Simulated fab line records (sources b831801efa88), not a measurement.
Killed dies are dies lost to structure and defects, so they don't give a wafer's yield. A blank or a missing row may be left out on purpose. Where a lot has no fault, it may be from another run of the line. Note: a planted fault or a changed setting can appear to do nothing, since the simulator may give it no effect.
fab line records	flow sky130
[record] lots = 11	wafers = 33	lastDay = 50
route steps=708 shown SONOS_ONO@181 GATE_OXIDE@201 POLY_GATE@234 LDD_P@265
lots that met no fault: taken from a fault-free run of the same line
startH: hours from the record's opening day to when the first of the lot's shown wafers began	waitH: hours since the lot's step before	" identical to the entry in the row above	L1.1+2: a single row standing in for several wafers	- no value present, or no start provided	* or withheld: withheld	< > ~ a bound
route shown NAME@n: names a module that has steps shown in the file, with the first one's number in the route	usual: mean and standard deviation over wafers with no fault	same: alike in all rows	chamber/n: place in a boat	sites: per-site readings	_std_site: standard deviation of those values	_edge_site: mean of outer sites minus mean of inner sites	radiusMm: how far each site lies from the wafer's centre	mask NAME#n: copy n	behind: the last tool/chamber to shape the wafer	hold: why the lot was held/for how many hours/how that ended	device: whichever transistor did not switch (one of n, p or np)	end of line: the tests these same wafers got at the end of their route	for a step that has no rows: nothing shown but its recipe	killed: dies lost to structure and defects at the first sort, not the wafer's yield	map: a wafer's dies, x killed, . not, _ none there
set.NAME: the setting as run; set.NAME@STEP: as run at that earlier step	model.NAME: the simulator's own value behind a step, which no gauge read
route steps across a sampled set of lots; one table per step, one row per wafer
services: from which hour (startH, from the record's first day; less than 0 if before it) a tool's chamber was out of use, for how many hours, and why
[[steps]]
[step SKY_SONOS_ONO_CD_MEAS_13]
[recipe] targetCdNm = 410
[usual] cdNm = 410.4/2.2
lot.wafer	tool	chamber	startH	waitH	cdNm
L154.3	cdSem-01	-	302.46	0.1	409.0
L154.4	"	-	"	"	410.7
L154.5	"	-	"	"	409.2
L156.4	cdSem-02	-	317.11	0.1	412.9
L156.5	"	-	"	"	413.1
L156.6	"	-	"	"	412.5
L157.1	cdSem-02	-	319.41	0.1	410.8
L157.2	"	-	"	"	409.6
L157.6	"	-	"	"	410.7
L159.1	cdSem-02	-	324.31	0.1	409.7
L159.3	"	-	"	"	411.7
L159.6	"	-	"	"	409.7
L162.1	cdSem-01	-	355.26	0.1	412.9
L162.5	"	-	"	"	411.2
L162.6	"	-	"	"	411.8
L165.1	cdSem-02	-	375.25	0.1	411.5
L165.2	"	-	"	"	413.6
L165.3	"	-	"	"	412.2
L167.2	cdSem-01	-	385.32	0.1	406.0
L167.3	"	-	"	"	406.9
L167.4	"	-	"	"	407.3
L169.3	cdSem-01	-	405.29	0.1	410.4
L169.4	"	-	"	"	413.1
L169.6	"	-	"	"	411.5
L170.1	cdSem-02	-	419.10	0.1	410.4
L170.3	"	-	"	"	410.9
L170.6	"	-	"	"	412.3
L175.2	cdSem-02	-	464.02	0.1	413.3
L175.4	"	-	"	"	413.2
L175.5	"	-	"	"	411.6
L177.1	cdSem-01	-	471.20	0.1	413.0
L177.3	"	-	"	"	412.3
L177.5	"	-	"	"	411.9
[step SKY_GATE_OXIDE_TW_MEAS_14]
[usual] GATE_OXIDE_TW = 225.1/1.7
lot.wafer	tool	chamber	startH	waitH	GATE_OXIDE_TW
L154.3	filmMetro-03	-	330.73	0.1	226.5
L154.4	"	-	"	"	226.3
L154.5	"	-	"	"	226.6
L156.4	filmMetro-03	-	346.34	0.1	227.2
L156.5	"	-	"	"	227.8
L156.6	"	-	"	"	225.9
L157.1	filmMetro-03	-	349.17	0.1	226.5
L157.2	"	-	"	"	227.7
L157.6	"	-	"	"	227.1
L159.1	filmMetro-02	-	353.58	0.1	223.1
L159.3	"	-	"	"	223.0
L159.6	"	-	"	"	221.7
L162.1	filmMetro-02	-	386.89	0.1	225.5
L162.5	"	-	"	"	223.2
L162.6	"	-	"	"	223.9
L165.1	filmMetro-03	-	407.49	0.1	227.7
L165.2	"	-	"	"	228.2
L165.3	"	-	"	"	226.9
L167.2	filmMetro-02	-	418.88	0.1	222.7
L167.3	"	-	"	"	222.4
L167.4	"	-	"	"	222.6
L169.3	filmMetro-02	-	438.44	0.1	223.8
L169.4	"	-	"	"	223.2
L169.6	"	-	"	"	223.3
L170.1	filmMetro-03	-	454.54	0.1	225.2
L170.3	"	-	"	"	225.3
L170.6	"	-	"	"	224.6
L175.2	filmMetro-02	-	498.56	0.1	225.0
L175.4	"	-	"	"	225.1
L175.5	"	-	"	"	224.9
L177.1	filmMetro-04	-	506.07	0.1	226.5
L177.3	"	-	"	"	227.0
L177.5	"	-	"	"	226.6
[step SKY_POLY_GATE_OXIDATION_20]
[recipe] tempC = 850	ambient = O2	stabiliseS = 600	purgeS = 300	targetThkA = 40	oxTimeS = 899
[usual] spikeTcBottomC = 870.0/2.5	spikeTcCentreC = 851.3/1.6	spikeTcLowerC = 849.9/0.97	spikeTcTopC = 863.2/0.9	spikeTcUpperC = 849.8/1.1	tubeCenterTempC = 849.99/0.086	tube_center_temp_C_max = 852.2/0.36	zonePowerLowerPct = 17.1/0.72
[same] oxTimeS = 899
lot.wafer	tool	chamber	startH	waitH	spikeTcBottomC	spikeTcCentreC	spikeTcLowerC	spikeTcTopC	spikeTcUpperC	tubeCenterTempC	tube_center_temp_C_max	zonePowerLowerPct
L154.3	furnace-01	0	392.01	0.9	871.0	847.9	850.3	862.3	852.4	849.92	851.9	17.8
L154.4	"	0	"	"	870.1	849.1	849.0	863.9	849.7	849.89	852.0	17.9
L154.5	"	0	"	"	872.1	850.4	849.6	862.4	849.5	849.99	852.5	17.5
L156.4	furnace-01	0	411.82	0.9	872.9	849.3	850.2	864.0	852.0	849.91	851.9	17.5
L156.5	"	0	"	"	871.4	850.9	851.1	864.0	850.4	850.05	852.3	17.3
L156.6	"	0	"	"	871.0	848.9	849.9	862.3	849.2	850.07	852.8	17.6
L157.1	furnace-01	0	413.36	0.0	871.4	850.3	850.7	863.6	850.1	849.95	851.9	17.7
L157.2	"	0	"	"	871.5	851.1	851.0	862.7	848.7	850.14	852.2	17.5
L157.6	"	0	"	"	872.4	850.6	848.8	863.3	849.7	849.9	852.0	17.4
L159.1	furnace-01	0	423.20	2.8	872.3	849.4	850.8	862.1	849.2	850.15	852.4	17.9
L159.3	"	0	"	"	874.3	851.1	850.5	862.4	849.8	849.87	852.4	17.5
L159.6	"	0	"	"	873.0	849.5	850.3	863.3	848.9	849.92	852.0	17.7
L162.1	furnace-02	0	453.96	0.0	867.2	853.4	849.2	862.4	848.5	849.88	851.8	16.0
L162.5	"	0	"	"	866.7	852.8	848.3	862.3	850.3	849.91	852.4	16.3
L162.6	"	0	"	"	868.2	853.0	849.3	864.4	848.8	850.11	852.6	16.1
L165.1	furnace-01	0	474.79	0.2	912.3	892.5	892.5	901.9	890.5	891.54	894.2	19.1
L165.2	"	0	"	"	914.4	892.0	891.8	902.8	889.9	891.69	893.9	19.6
L165.3	"	0	"	"	912.4	890.8	891.4	904.4	891.6	891.6	893.4	19.3
L167.2	furnace-01	0	487.81	0.0	913.1	890.0	890.0	902.8	892.0	891.64	893.3	19.5
L167.3	"	0	"	"	913.0	890.9	891.9	903.9	891.3	891.55	894.0	19.0
L167.4	"	0	"	"	912.5	891.1	892.7	903.6	891.4	891.57	893.2	19.6
L169.3	furnace-01	0	507.72	0.9	913.8	892.3	893.2	904.9	891.0	891.6	893.7	19.8
L169.4	"	0	"	"	911.9	890.9	891.6	904.4	891.8	891.58	894.5	19.8
L169.6	"	0	"	"	913.2	891.3	891.4	903.3	891.5	891.64	893.8	19.4
L170.1	furnace-02	0	522.26	0.0	866.7	851.5	849.9	862.9	850.3	850.02	851.9	16.3
L170.3	"	0	"	"	867.7	852.9	850.6	863.0	848.5	849.96	851.8	16.5
L170.6	"	0	"	"	866.8	853.2	848.5	863.0	850.5	849.91	851.9	16.2
L175.2	furnace-02	0	563.48	0.0	867.6	852.3	850.4	862.9	848.5	850.09	851.9	16.3
L175.4	"	0	"	"	868.1	853.1	850.7	862.6	849.8	849.96	851.8	16.4
L175.5	"	0	"	"	868.1	853.3	848.6	863.7	850.3	850.04	852.4	16.2
L177.1	furnace-02	0	571.32	0.0	870.0	854.0	851.5	863.7	850.7	850.01	852.0	16.2
L177.3	"	0	"	"	868.9	853.6	850.8	864.9	848.8	849.87	852.9	16.2
L177.5	"	0	"	"	867.5	854.3	849.4	864.3	851.5	849.92	852.8	16.3
[step SKY_POLY_GATE_THK_MEAS_21]
[recipe] reads = SiO2_of_POLY_GATE_OXIDATION_20
[usual] POLY_GATE_OXIDATION_THK = 3.99/0.077
lot.wafer	tool	chamber	startH	waitH	POLY_GATE_OXIDATION_THK[nm]
L154.3	filmMetro-01	-	393.28	0.0	4.00
L154.4	"	-	"	"	4.09
L154.5	"	-	"	"	4.04
L156.4	filmMetro-01	-	413.10	0.0	4.07
L156.5	"	-	"	"	4.13
L156.6	"	-	"	"	4.07
L157.1	filmMetro-02	-	414.61	0.0	3.95
L157.2	"	-	"	"	3.99
L157.6	"	-	"	"	4.03
L159.1	filmMetro-03	-	424.45	0.0	4.04
L159.3	"	-	"	"	3.96
L159.6	"	-	"	"	4.00
L162.1	filmMetro-01	-	455.21	0.0	3.98
L162.5	"	-	"	"	3.92
L162.6	"	-	"	"	3.90
L165.1	filmMetro-01	-	476.04	0.0	6.59
L165.2	"	-	"	"	6.64
L165.3	"	-	"	"	6.60
L167.2	filmMetro-03	-	489.07	0.0	6.50
L167.3	"	-	"	"	6.66
L167.4	"	-	"	"	6.54
L169.3	filmMetro-03	-	508.99	0.0	6.52
L169.4	"	-	"	"	6.58
L169.6	"	-	"	"	6.47
L170.1	filmMetro-02	-	523.51	0.0	3.82
L170.3	"	-	"	"	3.86
L170.6	"	-	"	"	3.81
L175.2	filmMetro-03	-	564.74	0.0	3.94
L175.4	"	-	"	"	3.97
L175.5	"	-	"	"	3.89
L177.1	filmMetro-02	-	572.57	0.0	4.03
L177.3	"	-	"	"	3.95
L177.5	"	-	"	"	3.95
[step SKY_LDD_P_STRIP_10]
[recipe] chemistry = O2/N2	powerW = 1400	pressureMtorr = 1500	platenTempC = withheld	o2FlowSccm = 3000	n2FlowSccm = 300	overashFraction = 0.5
[usual] drypumpMotorCurrentA = 5.6/0.48	oesProductAu = 0.716/0.0041	stripTimeToEndpointS = 14.19/0.046
lot.wafer	tool	chamber	startH	waitH	drypumpMotorCurrentA	oesProductAu	rfHoursCounterH	stripTimeToEndpointS
L154.3	plasmaAsher-01	1	455.88	0.1	5.6	0.718	-	14.16
L154.4	"	0	"	"	6.4	0.720	-	14.15
L154.5	"	0	"	"	6.4	0.721	-	14.23
L156.4	plasmaAsher-02	0	476.28	0.1	4.9	0.713	-	14.18
L156.5	"	0	"	"	5.0	0.708	-	14.19
L156.6	"	1	"	"	5.4	0.713	-	14.19
L157.1	plasmaAsher-01	1	478.26	0.1	5.6	0.719	78	14.19
L157.2	"	0	"	"	6.4	0.712	78	14.24
L157.6	"	0	"	"	6.4	0.711	-	14.23
L159.1	plasmaAsher-02	1	487.61	0.1	5.4	0.718	5	14.22
L159.3	"	1	"	"	5.4	0.712	-	14.26
L159.6	"	0	"	"	4.9	0.724	-	14.20
L162.1	plasmaAsher-04	1	518.89	0.1	6.0	0.715	69	14.20
L162.5	"	0	"	"	5.8	0.715	-	14.19
L162.6	"	1	"	"	6.0	0.719	-	14.23
L165.1	plasmaAsher-01	0	539.11	0.1	6.4	0.717	84	14.20
L165.2	"	1	"	"	5.6	0.714	84	14.22
L165.3	"	1	"	"	5.6	0.715	-	14.24
L167.2	plasmaAsher-02	0	552.34	0.1	4.9	0.714	12	14.18
L167.3	"	0	"	"	4.9	0.715	-	14.20
L167.4	"	1	"	"	5.4	0.724	-	14.23
L169.3	plasmaAsher-02	1	570.33	0.1	5.4	0.716	-	14.23
L169.4	"	0	"	"	4.9	0.723	-	14.26
L169.6	"	0	"	"	4.9	0.713	-	14.28
L170.1	plasmaAsher-01	1	584.29	0.1	5.6	0.716	89	14.22
L170.3	"	1	"	"	5.6	0.720	-	14.23
L170.6	"	0	"	"	6.4	0.718	-	14.23
L175.2	plasmaAsher-02	0	623.64	0.1	5.0	0.714	18	14.21
L175.4	"	1	"	"	5.4	0.717	-	14.20
L175.5	"	0	"	"	4.9	0.713	-	14.19
L177.1	plasmaAsher-02	0	631.31	0.1	5.0	0.705	19	14.19
L177.3	"	1	"	"	5.4	0.710	-	14.19
L177.5	"	0	"	"	4.9	0.714	-	14.17
[[services]]
tool	chamber	startH	hours	kind
furnace-02	-	413.96	3.7	pm
plasmaAsher-02	-	421.25	9.0	pm
plasmaAsher-02	0	421.25	9.0	ventCycle
plasmaAsher-02	1	421.25	9.0	ventCycle
plasmaAsher-02	0	430.25	-	clean
plasmaAsher-02	1	430.25	-	clean
plasmaAsher-02	-	436.40	1.2	repair
furnace-01	-	440.86	3.1	pm
furnace-02	-	458.32	5.8	pm
furnace-01	-	469.48	3.9	pm
plasmaAsher-02	-	498.19	2.2	repair
furnace-01	-	523.12	2.1	repair
furnace-01	-	528.42	7.8	repair
furnace-02	-	534.53	25.9	repair
furnace-02	-	578.06	18.8	pm
plasmaAsher-02	-	592.44	2.4	repair
furnace-02	-	596.91	2.7	pm
furnace-02	-	599.56	4.5	pm
furnace-02	-	601.64	4.8	repair
[[key]]
[firstSign] step = SKY_POLY_GATE_OXIDATION_20	reading = tubeCenterTempC	direction = up	sigmas = 99+	usual = *	struck = *
[effect] step = SKY_POLY_GATE_OXIDATION_20	reading = tube_center_temp_C_max	direction = up	sigmas = 99+	usual = *	struck = *
[effect] step = SKY_POLY_GATE_THK_MEAS_21	reading = POLY_GATE_OXIDATION_THK	direction = up	sigmas = 34	usual = 3.99	struck = 6.57
metAt SKY_POLY_GATE_OXIDATION_20
struckLots L165,L167,L169
testerLeftOut L165,L167,L169
notActingAt SKY_SONOS_ONO_CD_MEAS_13,SKY_GATE_OXIDE_TW_MEAS_14,SKY_LDD_P_STRIP_10
onsetBetween 423.20 474.79
[fault] kind = processParameterDrift	tool = furnace-01	chamber = -	onsetH = 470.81	steps = SKY_POLY_GATE_OXIDATION_20	channel = tempC	offset = *	shape = step	endH = 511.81	actsIn = *	stated = *
// testerLeftOut: of these lots the tester's yield and bins aren't shown, on N5 and GAA mostly nor the transistor test; their killed dies are dies lost to structure and defects alone, not to doping, threshold or leakage, so they don't give the yield
